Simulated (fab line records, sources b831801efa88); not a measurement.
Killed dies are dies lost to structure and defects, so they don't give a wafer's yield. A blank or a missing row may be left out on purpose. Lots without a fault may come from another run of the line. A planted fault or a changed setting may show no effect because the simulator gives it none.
Which tool did it? | flow gf180mcu | 13 lots, 39 wafers sampled, at 6 steps of a route of 602

WHAT THE GAUGES READ, wafer by wafer
GF_MVSD_TW_MEAS_11. Usual: MVSD_TW 1585, standard deviation 22.
lot  | measured     | on            | MVSD_TW        | flag
L271 | day 4 10:25  | film_metro-03 | 1568 1568 1573 |
L272 | day 4 16:02  | film_metro-04 | 1574 1585 1577 |
L273 | day 4 21:14  | film_metro-04 | 1582 1576 1575 |
L274 | day 5 03:07  | film_metro-03 | 1551 1546 1553 |
L276 | day 5 16:01  | film_metro-03 | 1560 1557 1547 |
L277 | day 5 21:04  | film_metro-01 | 1609 1613 1603 |
L282 | day 7 05:37  | film_metro-01 | 1770 1783 1784 | OFF
L283 | day 7 10:01  | film_metro-04 | 1787 1775 1777 | OFF
L284 | day 7 14:29  | film_metro-01 | 1602 1618 1610 |
L286 | day 8 04:37  | film_metro-03 | 1555 1557 1562 |
L292 | day 9 12:12  | film_metro-03 | 1557 1560 1553 |
L293 | day 9 18:29  | film_metro-01 | 1610 1608 1601 |
L294 | day 10 00:50 | film_metro-01 | 1610 1613 1603 |

GF_VT_IMPLANT_RS_MEAS_46: measures by four-point-probe. Usual: MVSD_RS 456.6 ohm/sq, standard deviation 1.1.
lot  | measured     | on            | MVSD_RS (ohm/sq)  | flag
L271 | day 7 13:43  | film_metro-03 | 457.6 458.3 455.8 |
L272 | day 7 18:27  | film_metro-04 | 455.1 454.8 455.6 |
L273 | day 8 01:51  | film_metro-04 | 456.2 453.7 455.6 |
L274 | day 8 09:31  | film_metro-04 | 454.9 455.6 455.2 |
L276 | day 8 22:44  | film_metro-01 | 456.6 458.1 456.3 |
L277 | day 9 05:25  | film_metro-01 | 457.0 457.8 456.2 |
L282 | day 10 18:14 | film_metro-03 | - - -             | OFF
L283 | day 10 22:37 | film_metro-03 | - - -             | OFF
L284 | day 11 03:29 | film_metro-01 | 454.5 455.3 456.2 |
L286 | day 11 19:56 | film_metro-01 | 458.2 457.2 456.4 |
L292 | day 13 04:29 | film_metro-03 | 456.0 457.5 456.7 |
L293 | day 13 12:40 | film_metro-01 | 454.8 455.5 454.7 |
L294 | day 13 19:32 | film_metro-01 | 455.8 455.6 455.2 |

GF_V1_RS_MEAS_24: measures by four-point-probe. Usual: V1_W_RS 0.328 ohm/sq, standard deviation 0.0037.
lot  | measured     | on            | V1_W_RS (ohm/sq)  | flag
L271 | day 17 21:12 | film_metro-04 | 0.328 0.325 0.324 |
L272 | day 18 00:50 | film_metro-02 | 0.325 0.332 0.335 |
L273 | day 18 11:45 | film_metro-01 | 0.326 0.326 0.324 |
L274 | day 19 04:47 | film_metro-02 | 0.326 0.325 0.327 |
L276 | day 20 01:17 | film_metro-04 | 0.329 0.337 0.328 |
L277 | day 20 15:47 | film_metro-04 | 0.327 0.327 0.326 |
L282 | day 23 00:19 | film_metro-02 | 0.323 0.331 0.326 |
L283 | day 23 01:16 | film_metro-02 | 0.329 0.329 0.329 |
L284 | day 23 11:05 | film_metro-01 | 0.330 0.332 0.325 |
L286 | day 24 06:01 | film_metro-04 | 0.329 0.325 0.323 |
L292 | day 25 11:43 | film_metro-02 | 0.325 0.327 0.323 |
L293 | day 25 18:59 | film_metro-04 | 0.325 0.319 0.320 |
L294 | day 26 03:32 | film_metro-02 | 0.328 0.331 0.327 |

WHICH TOOL RAN EACH LOT (tool, then ch and the chambers of the sampled wafers, then the start)
lot  | GF_MVSD_IMPLANT_08              | GF_M1_SPUTTER_01             | GF_V1_CVD_23
L271 | implanter-02 ch 0, day 4 10:01  | pvd_sputter-01, day 15 20:53 | cvd_w-01 ch 0,1, day 17 21:05
L272 | implanter-02 ch 0, day 4 15:38  | pvd_sputter-04, day 15 23:59 | cvd_w-02 ch 0,1, day 18 00:42
L273 | implanter-02 ch 0, day 4 20:50  | pvd_sputter-03, day 16 09:31 | cvd_w-01 ch 0, day 18 11:32
L274 | implanter-04 ch 0, day 5 02:43  | pvd_sputter-03, day 17 02:10 | cvd_w-01 ch 0,1, day 19 04:41
L276 | implanter-03 ch 0, day 5 15:38  | pvd_sputter-03, day 17 23:05 | cvd_w-01 ch 0,1, day 20 01:08
L277 | implanter-04 ch 0, day 5 20:40  | pvd_sputter-01, day 18 13:28 | cvd_w-01 ch 0,1, day 20 15:41
L282 | implanter-03 ch 0, day 7 05:13  | pvd_sputter-01, day 20 22:49 | cvd_w-02 ch 0,1, day 23 00:11
L283 | implanter-03 ch 0, day 7 09:37  | pvd_sputter-03, day 20 23:43 | cvd_w-01 ch 0,1, day 23 01:09
L284 | implanter-02 ch 0, day 7 14:05  | pvd_sputter-04, day 21 09:28 | cvd_w-02 ch 0,1, day 23 10:56
L286 | implanter-02 ch 0, day 8 04:14  | pvd_sputter-04, day 22 06:16 | cvd_w-02 ch 0,1, day 24 05:52
L292 | implanter-02 ch 0, day 9 11:50  | pvd_sputter-01, day 23 12:34 | cvd_w-02 ch 0,1, day 25 11:34
L293 | implanter-02 ch 0, day 9 18:07  | pvd_sputter-04, day 23 20:35 | cvd_w-01 ch 0,1, day 25 18:52
L294 | implanter-04 ch 0, day 10 00:27 | pvd_sputter-01, day 24 05:20 | cvd_w-02 ch 0, day 26 03:23
- GF_MVSD_IMPLANT_08
- GF_M1_SPUTTER_01: material TiN, target thk 30 nm, time 25 s.
- GF_V1_CVD_23: deposits W, target thk 350 nm, time 105.05 s.

WHAT THE TOOLS THEMSELVES READ (means of the sampled wafers that have a number; where no wafer has one, the mark that the record gives instead)
GF_MVSD_IMPLANT_08. Usual: tilt_deg -0.001 degrees, standard deviation 0.019.
lot  | tool         | tilt_deg (degrees) | flag
L271 | implanter-02 | 0.005              |
L272 | implanter-02 | -0.002             |
L273 | implanter-02 | 0.006              |
L274 | implanter-04 | -0.001             |
L276 | implanter-03 | 0.006              |
L277 | implanter-04 | 0.007              |
L282 | implanter-03 | 13.843             | OFF
L283 | implanter-03 | 13.856             | OFF
L284 | implanter-02 | 0.007              |
L286 | implanter-02 | 0.005              |
L292 | implanter-02 | -0.016             |
L293 | implanter-02 | 0.017              |
L294 | implanter-04 | -0.006             |

GF_M1_SPUTTER_01. Usual: throttle_valve_pct 29.7 %, standard deviation 1.1.
lot  | tool           | throttle_valve_pct (%) | flag
L271 | pvd_sputter-01 | 30.2                   |
L272 | pvd_sputter-04 | 29.9                   |
L273 | pvd_sputter-03 | 28.9                   |
L274 | pvd_sputter-03 | 30.4                   |
L276 | pvd_sputter-03 | 29.8                   |
L277 | pvd_sputter-01 | 29.9                   |
L282 | pvd_sputter-01 | 30.4                   |
L283 | pvd_sputter-03 | 29.7                   |
L284 | pvd_sputter-04 | 30.2                   |
L286 | pvd_sputter-04 | 30.5                   |
L292 | pvd_sputter-01 | 29.3                   |
L293 | pvd_sputter-04 | 29.7                   |
L294 | pvd_sputter-01 | 29.5                   |

GF_V1_CVD_23. Usual: heater_power_w 897 W, standard deviation 100.
lot  | tool     | heater_power_w (W) | flag
L271 | cvd_w-01 | 886                |
L272 | cvd_w-02 | 826                |
L273 | cvd_w-01 | 925                |
L274 | cvd_w-01 | 897                |
L276 | cvd_w-01 | 919                |
L277 | cvd_w-01 | 895                |
L282 | cvd_w-02 | 921                |
L283 | cvd_w-01 | 921                |
L284 | cvd_w-02 | 921                |
L286 | cvd_w-02 | 836                |
L292 | cvd_w-02 | 833                |
L293 | cvd_w-01 | 950                |
L294 | cvd_w-02 | 755                |

THE ANSWER, worked out from the rows above alone
Rule: a lot is off if the mean of its wafers that have a number lies more than 3 standard deviations from the usual mean. A lot without any number at a reading at which 4 lots or more have one is off too. The other lots that the step has rows for count as sound. The gauges are gone through in route order, then the tools' own readings, and for those a lot's mean is taken as printed above. The first step at which some lot is off is used, and at that step the reading that is off furthest; a lot without a number counts as furthest.
Off: L282, L283, at GF_MVSD_TW_MEAS_11 (MVSD_TW).
A tool fits if, at a process step before that reading, it ran every lot that is off, and no sound lot after the first of them. The gauges at GF_MVSD_TW_MEAS_11 aren't tried: what is off there is off at GF_VT_IMPLANT_RS_MEAS_46 too, on other tools, and a gauge's error can't cause that. One fits: implanter-03 at GF_MVSD_IMPLANT_08. Its last sound lot is L276 (day 5 15:38), its first lot that is off L282 (day 7 05:13): a fault that began between those two fits.
The tool's own readings at GF_MVSD_IMPLANT_08 bear it out: on the lots that are off they differ by more than 5 times the standard deviation of the sound lots' means. tilt_deg reads 13.849 degrees there against 0.003 degrees on the sound lots.

WHAT THE SIMULATOR HAD PUT IN
Process parameter drift: implanter-03, from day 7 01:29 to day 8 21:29, at GF_MVSD_IMPLANT_08. Setting tilt_deg, moved by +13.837, from 0. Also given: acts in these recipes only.
Lots struck among those shown: L282, L283. The rule above found the same.
